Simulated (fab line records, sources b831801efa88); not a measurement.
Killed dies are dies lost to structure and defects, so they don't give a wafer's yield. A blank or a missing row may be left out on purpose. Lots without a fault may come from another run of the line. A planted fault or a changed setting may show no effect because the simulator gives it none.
fab line records | flow sky130
record lots=6 wafers=18 last_day=49
route steps=708 shown FIELD_ISO@21 NWELL@32 DNWELL@36 PWDE@45 SONOS_ONO@183 PAD_OPEN@708
lots that met no fault: from a run of the same line without faults
start_h: hours from the record's first day to the start of the lot's first wafer shown | wait_h: hours since the lot's step before | " the same as in the row above | L1.1+2: a row that stands for several wafers | - no value, or no start given | * or withheld: withheld | < > ~ a bound
route shown NAME@n: a module of which the file shows steps, and the number in the route of the first | usual: mean/standard deviation of fault-free wafers | same: alike in all rows | chamber/n: place in a boat | sites: the reading at each site | _std_site: their standard deviation | _edge_site: outer sites' mean less inner sites' | radius_mm: how far each site lies from the wafer's centre | mask NAME#n: copy n | behind: the tool/chamber that last shaped the wafer | hold: why the lot was held/for how many hours/how that ended | device: the transistor (n, p or np) that didn't switch | end of line: the same wafers' tests at the end of the route | a step without rows: its recipe alone | killed: dies lost to structure and defects at the first sort, not the wafer's yield | map: a wafer's dies, x killed, . not, _ none there
set.NAME: the setting as run; set.NAME@STEP: as run at that earlier step | model.NAME: the simulator's own value behind a step, which no gauge read
lots at some steps of the route; a table a step, a row a wafer
services: from which hour (start_h, from the record's first day; less than 0 if before it) a tool's chamber was out of use, for how many hours, and why
## steps
# step SKY_FIELD_ISO_CLEAN_20
# recipe chemistry=dHF time_s=20 dilution=100:1
# step SKY_FIELD_ISO_WET_ETCH_21
# recipe chemistry=dHF dilution=100:1 target_depth_nm=20 dry=ipa_marangoni target=SiO2 temp_c=25 time_s=400
# step SKY_FIELD_ISO_OXIDATION_22
# recipe temp_c=950 ambient=O2 stabilise_s=600 purge_s=300 target_thk_a=100 ox_time_s=623
# step SKY_FIELD_ISO_THK_MEAS_23
# recipe reads=SiO2_of_FIELD_ISO_OXIDATION_22
# usual FIELD_ISO_OXIDATION_01_THK=10.00/0.18
# columns lot.wafer tool chamber start_h wait_h FIELD_ISO_OXIDATION_01_THK[nm]
L403.3 film_metro-01 - 48.74 0.0 10.20
L403.4 " - " " 10.06
L403.6 " - " " 10.17
L409.1 film_metro-01 - 74.84 0.0 9.92
L409.2 " - " " 10.07
L409.3 " - " " 9.89
L410.1 film_metro-01 - 78.54 0.0 9.94
L410.4 " - " " 10.07
L410.5 " - " " 9.84
L411.2 film_metro-03 - 84.35 0.0 9.98
L411.4 " - " " 9.92
L411.5 " - " " 9.90
L412.1 film_metro-03 - 88.75 0.0 10.31
L412.2 " - " " 10.39
L412.6 " - " " 10.41
L417.2 film_metro-03 - 114.69 0.0 10.10
L417.4 " - " " 9.94
L417.6 " - " " 10.09
# step SKY_FIELD_ISO_CVD_24
# recipe material=SiO2 target_thk_nm=595 temp_c=650 sigma_open_frac=0.3 time_s=99.2 sih4_flow_sccm=60 pressure_mtorr=6
# step SKY_FIELD_ISO_THK_MEAS_25
# recipe reads=SiO2_of_FIELD_ISO_CVD_24
# usual FIELD_ISO_CVD_24_THK=597/5.4
# columns lot.wafer tool chamber start_h wait_h FIELD_ISO_CVD_24_THK[nm]
L403.3 film_metro-03 - 48.87 0.1 590
L403.4 " - " " 595
L403.6 " - " " 591
L409.1 film_metro-02 - 74.97 0.0 589
L409.2 " - " " 601
L409.3 " - " " 599
L410.1 film_metro-03 - 78.67 0.0 603
L410.4 " - " " 607
L410.5 " - " " 603
L411.2 film_metro-01 - 84.48 0.0 606
L411.4 " - " " 595
L411.5 " - " " 594
L412.1 film_metro-02 - 88.89 0.0 598
L412.2 " - " " 591
L412.6 " - " " 599
L417.2 film_metro-01 - 114.82 0.0 601
L417.4 " - " " 598
L417.6 " - " " 595
# step SKY_FIELD_ISO_ANNEAL_26
# recipe temp_c=1000 time_s=1800 ambient=N2
# step SKY_FIELD_ISO_CMP_27
# recipe stop_on=Si3N4 t_overpolish_s=16 down_force_psi=4 platen_rpm=60 target_thk_nm=457.8 pad_velocity_m_s=0.94248
# usual motor_current_A=12.4/1.2 overpolish_run_s=16.001/0.0095 slurry_flow_ml_min=150.1/0.49 time_to_endpoint_s=112/4.4
# columns lot.wafer tool chamber start_h wait_h motor_current_A overpolish_run_s slurry_flow_ml_min time_to_endpoint_s
L403.4 cmp-01 0 54.31 0.1 11.3 15.988 150.4 118
L403.3 " 1 " " 13.0 15.991 149.8 108
L403.6 " 2 " " 13.1 16.015 150.2 110
L409.3 cmp-01 0 76.58 0.1 11.2 15.984 151.1 118
L409.2 " 1 " " 12.6 16.001 151.2 112
L409.1 " 2 " " 12.6 16.003 150.5 104
L410.1 cmp-02 1 80.88 0.1 12.3 16.005 149.0 112
L410.4 " 2 " " 12.8 16.008 150.9 117
L410.5 " 1 " " 12.4 15.983 150.1 117
L411.2 cmp-01 2 86.13 0.1 13.1 16.013 149.5 103
L411.4 " 3 " " 11.6 16.004 150.2 105
L411.5 " 0 " " 11.6 15.997 148.9 114
L412.2 cmp-02 3 90.45 0.0 13.9 16.008 149.7 108
L412.1 " 2 " " 12.3 15.981 150.3 112
L412.6 " 3 " " 14.7 16.019 150.0 113
L417.4 cmp-02 3 116.42 0.1 13.6 16.011 150.8 122
L417.2 " 1 " " 12.6 15.982 151.0 118
L417.6 " 2 " " 12.4 15.998 149.6 116
# step SKY_FIELD_ISO_WET_ETCH_28
# recipe chemistry=dHF target_depth_nm=23.7 target=SiO2 dilution=10:1 temp_c=25 time_s=47
# step SKY_FIELD_ISO_WET_ETCH_29
# recipe chemistry=H3PO4 target_depth_nm=160 target=Si3N4 temp_c=160 time_s=1825
# step SKY_FIELD_ISO_WET_ETCH_30
# recipe chemistry=dHF target_depth_nm=25 target=SiO2 dilution=10:1 temp_c=25 time_s=50
# step SKY_NWELL_CLEAN_00
# recipe chemistry=SC1/SC2 mix=1:4:20 temp_c=70 time_s=150 dry=n2_spin
# step SKY_NWELL_OXIDATION_01
# recipe temp_c=900 ambient=O2 stabilise_s=600 purge_s=300 target_thk_a=100 ox_time_s=1418
# usual spike_tc_bottom_C=916.0/1 spike_tc_centre_C=900.1/1.1 spike_tc_lower_C=900.4/1.4 spike_tc_top_C=913.1/1.4 spike_tc_upper_C=899.8/0.96 tube_center_temp_C=899.99/0.08 tube_center_temp_C_max=902.3/0.39 zone_power_bottom_pct=27.5/0.97
# columns lot.wafer tool chamber start_h wait_h spike_tc_bottom_C spike_tc_centre_C spike_tc_lower_C spike_tc_top_C spike_tc_upper_C tube_center_temp_C tube_center_temp_C_max zone_power_bottom_pct model.SiO2_of_NWELL_OXIDATION_01.thk_nm
L403.3 furnace-02 0 57.18 2.0 917.2 902.2 899.9 910.8 900.1 900.11 903.3 27.2 9.892
L403.4 " 0 " " 916.1 901.1 900.5 913.7 899.7 899.97 902.7 26.7 9.785
L403.6 " 0 " " 915.8 900.6 898.8 912.9 900.0 899.94 902.7 26.7 9.882
L409.1 furnace-02 0 77.94 0.5 914.7 901.6 900.2 911.4 899.3 900.03 903.2 26.8 9.939
L409.2 " 0 " " 917.1 901.5 897.9 911.6 900.8 899.9 902.5 27.1 9.965
L409.3 " 0 " " 915.9 902.5 900.0 912.1 899.5 899.88 902.4 27.2 9.889
L410.1 furnace-02 0 82.24 0.5 935.7 919.3 919.8 929.9 917.6 918.72 921.2 28.4 12
L410.4 " 0 " " 935.5 919.7 918.7 932.1 919.7 918.81 920.8 28.1 11.97
L410.5 " 0 " " 934.5 920.2 919.6 932.4 919.4 918.82 921.5 28.3 12.14
L411.2 furnace-02 0 86.99 0.0 936.4 919.0 918.2 930.8 919.1 918.81 920.9 27.8 11.95
L411.4 " 0 " " 936.8 920.1 916.5 932.1 918.5 918.7 921.3 28.2 12.04
L411.5 " 0 " " 933.6 919.0 918.1 929.8 917.4 918.89 921.9 27.9 12.02
L412.1 furnace-01 0 93.39 1.9 916.0 900.3 901.5 914.8 899.0 900.03 901.9 28.4 9.949
L412.2 " 0 " " 916.5 899.2 901.5 914.1 898.8 900.05 902.1 28.6 9.875
L412.6 " 0 " " 916.9 899.7 902.5 914.2 898.0 899.98 902.0 28.8 9.882
L417.2 furnace-01 0 117.28 0.0 916.0 900.6 902.8 915.1 899.7 900.05 902.5 28.6 9.966
L417.4 " 0 " " 915.8 897.5 901.7 913.2 898.9 899.95 902.3 28.4 9.888
L417.6 " 0 " " 916.3 896.8 900.2 915.1 899.4 899.96 901.6 28.6 10.06
# step SKY_NWELL_THK_MEAS_02
# recipe reads=SiO2_of_NWELL_OXIDATION_01
# usual NWELL_OXIDATION_THK=9.92/0.2
# columns lot.wafer tool chamber start_h wait_h hold NWELL_OXIDATION_THK[nm]
L403.3 film_metro-03 - 58.59 0.0 - 9.88
L403.4 " - " " - 9.78
L403.6 " - " " - 9.95
L409.1 film_metro-01 - 79.33 0.0 - 9.93
L409.2 " - " " - 9.95
L409.3 " - " " - 9.88
L410.1 film_metro-01 - 83.64 0.0 await_dispo/0.2h/release 12.00
L410.4 " - " " await_dispo/0.2h/release 11.98
L410.5 " - " " await_dispo/0.2h/release 12.13
L410.1 film_metro-01 - 83.86 0.2 - 11.96
L410.4 " - " " - 11.97
L410.5 " - " " - 12.15
L411.2 film_metro-04 - 88.40 0.0 await_dispo/0.2h/release 11.93
L411.4 " - " " await_dispo/0.2h/release 12.04
L411.5 " - " " await_dispo/0.2h/release 12.02
L411.2 film_metro-04 - 88.62 0.2 - 11.97
L411.4 " - " " - 12.03
L411.5 " - " " - 12.00
L412.1 film_metro-04 - 94.78 0.0 - 9.97
L412.2 " - " " - 9.81
L412.6 " - " " - 9.84
L417.2 film_metro-01 - 118.68 0.0 - 9.95
L417.4 " - " " - 9.89
L417.6 " - " " - 10.06
# step SKY_DNWELL_HMDS_01
# recipe prime_time_s=60 prime_temp_c=120
# step SKY_DNWELL_COAT_02
# recipe spin_rpm=2000 resist_thk_nm=3000
# step SKY_DNWELL_SOFTBAKE_03
# recipe temp_c=110 time_s=withheld
# step SKY_DNWELL_EXPOSE_04
# recipe mask_id=DNM na=0.57 target_cd_nm=3000 dose_mj=222
# step SKY_DNWELL_PEB_05
# recipe temp_c=115 time_s=withheld
# step SKY_DNWELL_DEVELOP_06
# recipe wall_angle_deg=90 developer=TMAH develop_time_s=60 dev_temp_c=23
# step SKY_DNWELL_IMPLANT_07
# recipe species=P energy_kev=withheld dose_cm2=withheld tilt_deg=withheld
# step SKY_DNWELL_STRIP_08
# recipe chemistry=O2/N2 power_w=1400 pressure_mtorr=1500 platen_temp_c=withheld o2_flow_sccm=3000 n2_flow_sccm=300 overash_fraction=0.5
# usual drypump_motor_current_A=5.69/0.25 oes_product_au=0.723/0.005 strip_time_to_endpoint_s=36.92/0.12
# columns lot.wafer tool chamber start_h wait_h drypump_motor_current_A oes_product_au rf_hours_counter_h strip_time_to_endpoint_s
L403.3 plasma_asher-03 1 74.61 0.1 5.22 0.719 - 36.99
L403.4 " 0 " " 4.86 0.720 - 36.97
L403.6 " 0 " " 4.86 0.716 - 36.95
L409.1 plasma_asher-04 0 96.88 0.1 5.68 0.724 37 36.78
L409.2 " 1 " " 5.59 0.717 37 36.94
L409.3 " 1 " " 5.62 0.723 - 36.81
L410.1 plasma_asher-04 1 100.78 0.1 5.59 0.719 37 37.08
L410.4 " 1 " " 5.57 0.730 - 37.08
L410.5 " 0 " " 5.66 0.715 - 36.98
L411.2 plasma_asher-04 1 106.28 0.1 5.60 0.717 38 36.92
L411.4 " 1 " " 5.60 0.720 - 37.01
L411.5 " 1 " " 5.58 0.726 - 36.98
L412.1 plasma_asher-01 1 112.60 0.1 5.95 0.723 43 36.72
L412.2 " 0 " " 5.92 0.724 43 36.63
L412.6 " 0 " " 5.92 0.720 - 36.60
L417.2 plasma_asher-04 1 138.00 0.1 5.59 0.730 2 36.92
L417.4 " 1 " " 5.58 0.718 - 36.96
L417.6 " 1 " " 5.60 0.723 - 36.94
# step SKY_DNWELL_TW_MEAS_09
# usual DNWELL_TW=1100/5.1
# columns lot.wafer tool chamber start_h wait_h DNWELL_TW
L403.3 film_metro-04 - 74.70 0.1 1094
L403.4 " - " " 1096
L403.6 " - " " 1094
L409.1 film_metro-04 - 96.98 0.1 1107
L409.2 " - " " 1100
L409.3 " - " " 1104
L410.1 film_metro-01 - 100.88 0.1 1113
L410.4 " - " " 1107
L410.5 " - " " 1108
L411.2 film_metro-01 - 106.39 0.1 1099
L411.4 " - " " 1097
L411.5 " - " " 1097
L412.1 film_metro-03 - 112.70 0.1 1098
L412.2 " - " " 1096
L412.6 " - " " 1101
L417.2 film_metro-04 - 138.11 0.1 1105
L417.4 " - " " 1106
L417.6 " - " " 1099
# step SKY_PWDE_DEHYDRATE_00
# recipe temp_c=200 time_s=60
# step SKY_PWDE_HMDS_01
# recipe prime_time_s=60 prime_temp_c=120
# step SKY_PWDE_COAT_02
# recipe spin_rpm=2000 resist_thk_nm=3000
# step SKY_PWDE_SOFTBAKE_03
# recipe temp_c=110 time_s=withheld
# step SKY_PWDE_EXPOSE_04
# recipe mask_id=PWDEM na=0.6 source_shape=conventional sigma_outer=0.6 polarization=unpolarized target_cd_nm=840 dose_mj=214
# step SKY_PWDE_PEB_05
# recipe temp_c=115 time_s=withheld
# step SKY_PWDE_DEVELOP_06
# recipe wall_angle_deg=90 developer=TMAH develop_time_s=60 dev_temp_c=23
# step SKY_PWDE_OVL_MEAS_07
# usual PWDE_OVL=-0.1/1.3
# columns lot.wafer tool chamber start_h wait_h PWDE_OVL[nm]
L403.3 overlay-01 - 91.31 - 1.6
L403.4 " - " " 0.5
L403.6 " - " " 1.0
L409.1 overlay-02 - 115.15 - -2.0
L409.2 " - " " 0.3
L409.3 " - " " 1.8
L410.1 overlay-02 - 118.80 - 0.0
L410.4 " - " " -0.1
L410.5 " - " " -1.4
L411.2 overlay-02 - 123.81 - 0.2
L411.4 " - " " 0.5
L411.5 " - " " 0.8
L412.1 overlay-02 - 130.54 - 0.1
L412.2 " - " " -0.1
L412.6 " - " " -0.4
L417.2 overlay-02 - 157.81 - 1.9
L417.4 " - " " 0.1
L417.6 " - " " 0.4
# step SKY_PWDE_IMPLANT_08
# recipe species=B energy_kev=150 dose_cm2=3.6e+12 tilt_deg=withheld
# step SKY_PWDE_STRIP_09
# recipe chemistry=O2/N2 power_w=1400 pressure_mtorr=1500 platen_temp_c=withheld o2_flow_sccm=3000 n2_flow_sccm=300 overash_fraction=0.5
# usual drypump_motor_current_A=5.4/0.3 oes_product_au=0.723/0.0045 strip_time_to_endpoint_s=36.97/0.12
# columns lot.wafer tool chamber start_h wait_h drypump_motor_current_A oes_product_au rf_hours_counter_h strip_time_to_endpoint_s
L403.3 plasma_asher-04 0 91.52 0.1 5.7 0.728 - 36.90
L403.4 " 1 " " 5.6 0.726 - 36.83
L403.6 " 1 " " 5.6 0.718 - 36.93
L409.1 plasma_asher-03 0 115.34 0.1 4.9 0.725 30 37.06
L409.2 " 1 " " 5.2 0.718 30 37.16
L409.3 " 1 " " 5.2 0.719 - 37.16
L410.1 plasma_asher-03 0 118.99 0.1 4.9 0.729 31 36.84
L410.4 " 0 " " 4.9 0.721 - 36.78
L410.5 " 0 " " 4.9 0.728 - 36.87
L411.2 plasma_asher-03 1 123.99 0.1 5.2 0.718 31 36.97
L411.4 " 0 " " 4.9 0.715 - 36.87
L411.5 " 0 " " 4.9 0.717 - 36.88
L412.1 plasma_asher-04 1 130.73 0.1 5.6 0.723 1 36.95
L412.2 " 0 " " 5.7 0.719 1 36.96
L412.6 " 0 " " 5.7 0.723 - 37.02
L417.2 plasma_asher-02 0 157.99 0.1 5.8 0.723 50 37.09
L417.4 " 0 " " 5.8 0.720 - 36.98
L417.6 " 1 " " 5.5 0.721 - 37.10
# step SKY_PWDE_TW_MEAS_10
# usual PWDE_TW=368.7/1.8
# columns lot.wafer tool chamber start_h wait_h PWDE_TW
L403.3 film_metro-03 - 91.61 0.1 368.6
L403.4 " - " " 371.9
L403.6 " - " " 367.5
L409.1 film_metro-04 - 115.44 0.1 367.7
L409.2 " - " " 370.6
L409.3 " - " " 368.7
L410.1 film_metro-03 - 119.09 0.1 368.3
L410.4 " - " " 367.2
L410.5 " - " " 366.5
L411.2 film_metro-04 - 124.10 0.1 370.4
L411.4 " - " " 371.1
L411.5 " - " " 369.8
L412.1 film_metro-01 - 130.83 0.1 369.3
L412.2 " - " " 369.4
L412.6 " - " " 370.3
L417.2 film_metro-03 - 158.10 0.1 369.9
L417.4 " - " " 369.6
L417.6 " - " " 368.3
# step SKY_NWELL_DEHYDRATE_03
# recipe temp_c=200 time_s=60
# step SKY_NWELL_HMDS_04
# recipe prime_time_s=60 prime_temp_c=120
# step SKY_NWELL_COAT_05
# recipe spin_rpm=2000 resist_thk_nm=3000
# step SKY_NWELL_SOFTBAKE_06
# recipe temp_c=110 time_s=withheld
# step SKY_NWELL_EXPOSE_07
# recipe mask_id=NWM na=0.6 source_shape=conventional sigma_outer=0.6 polarization=unpolarized target_cd_nm=840 dose_mj=255
# step SKY_NWELL_PEB_08
# recipe temp_c=115 time_s=withheld
# step SKY_NWELL_DEVELOP_09
# recipe wall_angle_deg=90 developer=TMAH develop_time_s=60 dev_temp_c=23
# step SKY_SONOS_ONO_ETCH_15
# recipe target_depth_nm=19.52 chemistry=CHF3/O2 source_w=600 bias_w=200 pressure_mtorr=40 chf3_flow_sccm=50 O2_flow_sccm=5 time_s=7.8
# usual drypump_motor_current_A=5.6/0.5 oes_product_au=0.999/0.012 throttle_valve_pct=8.825/0.0096
# columns lot.wafer tool chamber start_h wait_h drypump_motor_current_A oes_product_au rf_hours_counter_h throttle_valve_pct model.SiO2_of_NWELL_OXIDATION_01.thk_nm
L403.3 rie_diel-04 0 311.80 0.0 6.4 0.984 0 8.844 5.444
L403.4 " 2 " " 5.7 1.012 - 8.824 5.219
L403.6 " 1 " " 4.8 0.986 - 8.827 5.438
L409.1 rie_diel-01 1 345.40 0.0 5.6 0.999 82 8.828 5.429
L409.2 " 3 " " 5.8 0.996 28 8.833 5.496
L409.3 " 2 " " 5.2 1.004 4 8.816 5.352
L410.1 rie_diel-02 0 353.40 0.0 5.6 1.001 8 8.824 7.492
L410.4 " 0 " " 5.6 0.996 - 8.813 7.467
L410.5 " 3 " " 6.2 0.999 - 8.816 7.64
L411.2 rie_diel-01 3 361.90 0.0 5.8 0.994 28 8.826 7.469
L411.4 " 2 " " 5.2 0.993 5 8.824 7.522
L411.5 " 2 " " 5.2 1.005 - 8.819 7.474
L412.1 rie_diel-04 3 370.30 0.0 6.3 0.997 2 8.833 5.395
L412.2 " 0 " " 6.4 1.002 1 8.835 5.414
L412.6 " 0 " " 6.4 0.989 - 8.813 5.392
L417.2 rie_diel-04 2 411.55 0.0 5.7 1.016 9 8.818 5.386
L417.4 " 3 " " 6.3 1.016 3 8.820 5.301
L417.6 " 2 " " 5.7 1.011 - 8.838 5.476
# step SKY_PAD_OPEN_PROBE_99
# usual killed_at_M0_to_M3=43/7.3 killed_at_M4_up=3.6/1.9 killed_at_contacts=23/5.3 killed_at_front_end=15/4.5 killed_at_other=0.3/0.72 killed_dies=85/9.4 killed_open=46/6.7 killed_short=38/6.8
# same gross_dies=492 killed_at_back_side=0
# columns lot.wafer tool chamber start_h wait_h killed_at_M0_to_M3 killed_at_M4_up killed_at_contacts killed_at_front_end killed_at_other killed_dies killed_open killed_short model.etest.tip_p.rs_ohm_sq model.etest.pfet_01v8_mvt.drive_ua_um model.etest.pfet_01v8_mvt.off_log10_a_um model.etest.pfet_g5v0d10v5.off_log10_a_um model.etest.pfet_g5v0d10v5.vt_sat_v model.etest.pfet_01v8_mvt.vt_sat_v model.etest.pfet_01v8_mvt.vt_v model.etest.pfet_16v.vt_v
L403.3 prober-02 - 1103.57 0.2 44 4 27 10 1 86 51 34 6903 151.7 -10.49 -12.06 -0.6059 -0.5612 -0.6479 -1.084
L403.4 prober-02 - 1103.62 0.2 43 6 23 15 0 87 42 45 6768 150.6 -10.64 -12.51 -0.6288 -0.5571 -0.6439 -1.08
L403.6 prober-02 - 1103.72 0.2 42 2 22 20 0 86 41 45 6815 146.7 -10.53 -12.67 -0.641 -0.5696 -0.6537 -1.092
L409.1 prober-01 - 1129.03 0.1 58 2 21 19 0 100 56 43 6869 153.3 -10.82 -12.38 -0.6207 -0.5835 -0.6635 -1.085
L409.2 prober-01 - 1129.08 0.1 32 2 29 17 0 80 40 39 6936 151.8 -10.74 -12.46 -0.6192 -0.5734 -0.6575 -1.091
L409.3 prober-01 - 1129.13 0.2 31 4 27 22 0 84 44 40 6840 152.1 -10.85 -12.26 -0.5992 -0.5822 -0.6635 -1.094
L410.1 prober-02 - 1134.22 0.1 29 6 13 10 0 58 33 25 6942 147.8 -11.22 -12.7 -0.6565 -0.6041 -0.6819 -1.123
L410.4 prober-02 - 1134.37 0.2 43 7 23 10 0 83 46 37 6903 150.2 -11.21 -12.75 -0.6676 -0.5949 -0.6749 -1.115
L410.5 prober-02 - 1134.42 0.2 30 1 31 10 1 73 46 27 7008 147.9 -11.18 -13.22 -0.7001 -0.6054 -0.6831 -1.13
L411.2 prober-01 - 1141.82 0.1 47 2 19 26 0 94 45 49 7085 142.3 -11.82 -12.65 -0.645 -0.6472 -0.7248 -1.121
L411.4 prober-01 - 1141.92 0.2 52 3 19 17 0 91 49 42 7026 143.8 -11.69 -12.81 -0.6475 -0.64 -0.719 -1.11
L411.5 prober-01 - 1141.97 0.2 47 4 15 21 0 87 46 41 7023 141.7 -11.78 -12.77 -0.6516 -0.6537 -0.7311 -1.122
L412.1 prober-02 - 1163.91 0.1 47 2 33 9 0 91 50 41 6821 152.1 -10.46 -12.77 -0.6563 -0.5523 -0.6387 -1.114
L412.2 prober-02 - 1163.96 0.1 35 4 29 10 0 78 51 26 6863 157.6 -10.39 -12.8 -0.6547 -0.541 -0.6317 -1.094
L412.6 prober-02 - 1164.16 0.2 34 7 23 10 0 74 40 33 6844 156.6 -10.44 -12.73 -0.6649 -0.5419 -0.6319 -1.103
L417.2 prober-01 - 1169.52 0.1 41 7 20 14 0 82 39 42 6948 145.7 -11.14 -12.59 -0.6303 -0.5964 -0.6819 -1.1
L417.4 prober-01 - 1169.62 0.2 52 3 14 20 0 89 42 46 6916 149 -11 -12.74 -0.6548 -0.6 -0.6836 -1.085
L417.6 prober-01 - 1169.72 0.2 41 4 20 18 0 83 46 37 6988 143.3 -11.21 -12.44 -0.6157 -0.6068 -0.6911 -1.093
# killed by level:class
L403.3 LI_CONTACT:geometric_particle:open=9 VIA2:geometric_particle:open=8 CONTACT:geometric_particle:open=8 VIA1:geometric_particle:open=6 LI_CONTACT:geometric_particle:short=5 METAL1:geometric_particle:short=5 LOCAL_INTERCONNECT:geometric_particle:short=5 VIA3:geometric_particle:open=5
L403.4 VIA1:geometric_particle:open=12 METAL2:geometric_particle:short=8 LI_CONTACT:geometric_particle:open=7 LOCAL_INTERCONNECT:geometric_particle:short=7 VIA2:geometric_particle:open=5 CONTACT:geometric_particle:open=5 FIELD_ISO:geometric_particle:short=4 POLY_GATE:geometric_particle:open=4
L403.6 VIA2:geometric_particle:open=7 LI_CONTACT:geometric_particle:open=7 CONTACT:geometric_particle:open=7 VIA1:geometric_particle:short=7 VIA1:geometric_particle:open=6 FIELD_ISO:geometric_particle:short=5 METAL2:geometric_particle:short=5 FIELD_ISO:geometric_particle:open=4
L409.1 VIA1:geometric_particle:open=12 VIA2:geometric_particle:open=9 VIA1:geometric_particle:short=8 VIA2:geometric_particle:short=8 POLY_GATE:geometric_particle:open=7 CONTACT:geometric_particle:open=7 METAL1:geometric_particle:short=7 LI_CONTACT:geometric_particle:open=6
L409.2 CONTACT:geometric_particle:open=8 VIA1:geometric_particle:open=8 LOCAL_INTERCONNECT:geometric_particle:short=7 POLY_GATE:geometric_particle:short=6 CONTACT:geometric_particle:short=6 LI_CONTACT:geometric_particle:open=5 VIA1:geometric_particle:short=5 FIELD_ISO:geometric_particle:open=4
L409.3 CONTACT:geometric_particle:open=12 POLY_GATE:geometric_particle:short=8 LOCAL_INTERCONNECT:geometric_particle:short=8 METAL1:geometric_particle:short=7 POLY_GATE:geometric_particle:open=6 VIA1:geometric_particle:open=6 VIA2:geometric_particle:open=5 FIELD_ISO:geometric_particle:open=4
L410.1 METAL2:geometric_particle:short=8 VIA1:geometric_particle:open=7 LI_CONTACT:geometric_particle:open=6 VIA3:geometric_particle:open=6 POLY_GATE:geometric_particle:open=4 METAL4:geometric_particle:short=4 FIELD_ISO:geometric_particle:short=3 VIA3:geometric_particle:short=3
L410.4 VIA1:geometric_particle:open=14 CONTACT:geometric_particle:open=11 METAL2:geometric_particle:short=6 METAL4:geometric_particle:short=6 CONTACT:geometric_particle:short=5 VIA3:geometric_particle:open=4 POLY_GATE:geometric_particle:open=4 LI_CONTACT:geometric_particle:open=4
L410.5 LI_CONTACT:geometric_particle:open=11 CONTACT:geometric_particle:open=10 VIA1:geometric_particle:open=8 LI_CONTACT:geometric_particle:short=5 METAL2:geometric_particle:short=5 METAL1:geometric_particle:short=4 VIA2:geometric_particle:open=4 VIA3:geometric_particle:open=4
L411.2 VIA1:geometric_particle:short=9 VIA2:geometric_particle:open=9 VIA3:geometric_particle:open=8 FIELD_ISO:geometric_particle:short=7 FIELD_ISO:geometric_particle:open=7 CONTACT:geometric_particle:open=6 POLY_GATE:geometric_particle:short=5 LOCAL_INTERCONNECT:geometric_particle:short=5
L411.4 VIA1:geometric_particle:open=10 METAL1:geometric_particle:short=8 CONTACT:geometric_particle:open=7 VIA2:geometric_particle:open=7 VIA3:geometric_particle:open=6 FIELD_ISO:geometric_particle:open=4 FIELD_ISO:geometric_particle:short=4 POLY_GATE:geometric_particle:open=4
L411.5 VIA1:geometric_particle:open=11 VIA3:geometric_particle:open=7 CONTACT:geometric_particle:open=6 METAL1:geometric_particle:short=6 FIELD_ISO:geometric_particle:open=5 VIA2:geometric_particle:short=5 FIELD_ISO:geometric_particle:short=4 SPACER:geometric_particle:open=4
L412.1 CONTACT:geometric_particle:open=12 VIA1:geometric_particle:open=11 METAL1:geometric_particle:short=10 VIA3:geometric_particle:open=9 LI_CONTACT:geometric_particle:open=7 VIA1:geometric_particle:short=6 LOCAL_INTERCONNECT:geometric_particle:short=5 CONTACT:geometric_particle:short=5
L412.2 CONTACT:geometric_particle:open=17 VIA1:geometric_particle:open=9 VIA3:geometric_particle:open=7 LI_CONTACT:geometric_particle:open=5 CONTACT:geometric_particle:short=5 VIA1:geometric_particle:short=3 VIA2:geometric_particle:open=3 METAL2:geometric_particle:short=3
L412.6 CONTACT:geometric_particle:open=11 VIA1:geometric_particle:open=9 LOCAL_INTERCONNECT:geometric_particle:short=7 VIA2:geometric_particle:open=5 VIA3:geometric_particle:open=5 METAL2:geometric_particle:short=4 VIA3:geometric_particle:short=4 METAL4:geometric_particle:short=4
L417.2 VIA1:geometric_particle:open=10 METAL1:geometric_particle:short=7 POLY_GATE:geometric_particle:short=6 LOCAL_INTERCONNECT:geometric_particle:short=6 LI_CONTACT:geometric_particle:open=5 CONTACT:geometric_particle:open=5 VIA3:geometric_particle:open=5 VIA2:geometric_particle:open=4
L417.4 VIA2:geometric_particle:open=9 VIA1:geometric_particle:short=7 VIA2:geometric_particle:short=7 CONTACT:geometric_particle:open=6 VIA1:geometric_particle:open=6 SPACER:geometric_particle:short=5 LI_CONTACT:geometric_particle:open=5 VIA3:geometric_particle:open=5
L417.6 VIA2:geometric_particle:open=9 CONTACT:geometric_particle:open=8 METAL2:geometric_particle:short=7 LI_CONTACT:geometric_particle:open=6 POLY_GATE:geometric_particle:open=5 VIA1:geometric_particle:short=5 VIA1:geometric_particle:open=5 VIA3:geometric_particle:open=5
## services
# columns tool chamber start_h hours kind
cmp-02 - 56.09 0.9 repair
cmp-01 - 64.00 4.0 pm
cmp-01 - 79.28 2.0 repair
cmp-02 - 82.26 1.6 repair
cmp-02 - 83.79 1.5 repair
furnace-02 - 88.39 3.4 pm
furnace-02 - 107.31 2.6 pm
plasma_asher-04 - 108.75 9.0 pm
cmp-02 - 120.14 7.5 pm
cmp-01 - 127.75 4.3 pm
plasma_asher-03 - 131.21 14.6 pm
cmp-02 - 132.12 1.5 repair
rie_diel-04 1 134.46 6.1 repair
plasma_asher-03 - 155.23 1.2 repair
plasma_asher-03 - 156.31 2.3 repair
plasma_asher-03 - 220.43 4.1 repair
furnace-02 - 256.64 2.5 pm
plasma_asher-04 - 260.05 2.1 repair
plasma_asher-03 - 261.82 1.4 repair
plasma_asher-04 - 279.58 28.1 pm
plasma_asher-04 - 317.54 29.5 repair
furnace-02 - 352.83 60.6 pm
plasma_asher-03 - 370.18 4.5 repair
plasma_asher-04 - 370.25 0.5 repair
## key
first_sign step=SKY_NWELL_OXIDATION_01 reading=tube_center_temp_C direction=up sigmas=99+ usual=* struck=*
effect step=SKY_NWELL_OXIDATION_01 reading=tube_center_temp_C_max direction=up sigmas=49 usual=* struck=*
effect step=SKY_NWELL_THK_MEAS_02 reading=visit direction=added
effect step=SKY_NWELL_THK_MEAS_02 reading=NWELL_OXIDATION_THK direction=up sigmas=10 usual=9.92 struck=12.02
model_effect step=SKY_NWELL_OXIDATION_01 value=SiO2_of_NWELL_OXIDATION_01.thk_nm without=9.806 struck=12.02
model_effect step=SKY_SONOS_ONO_ETCH_15 value=SiO2_of_NWELL_OXIDATION_01.thk_nm without=5.297 struck=7.511
model_effect step=SKY_PAD_OPEN_PROBE_99 value=etest.tip_p.rs_ohm_sq without=6908 struck=6998
met_at SKY_NWELL_OXIDATION_01
struck_wafers L410.1,L410.4,L410.5,L411.2,L411.4,L411.5
tester_left_out L410,L411
onset_between 77.94 82.24
fault kind=process_parameter_drift tool=furnace-02 chamber=- onset_h=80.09 steps=SKY_NWELL_OXIDATION_01 channel=temp_c offset=* shape=step end_h=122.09 acts_in=* stated=*
# tester_left_out: of these lots the tester's yield and bins aren't shown, on N5 and GAA mostly nor the transistor test; their killed dies are dies lost to structure and defects alone, not to doping, threshold or leakage, so they don't give the yield
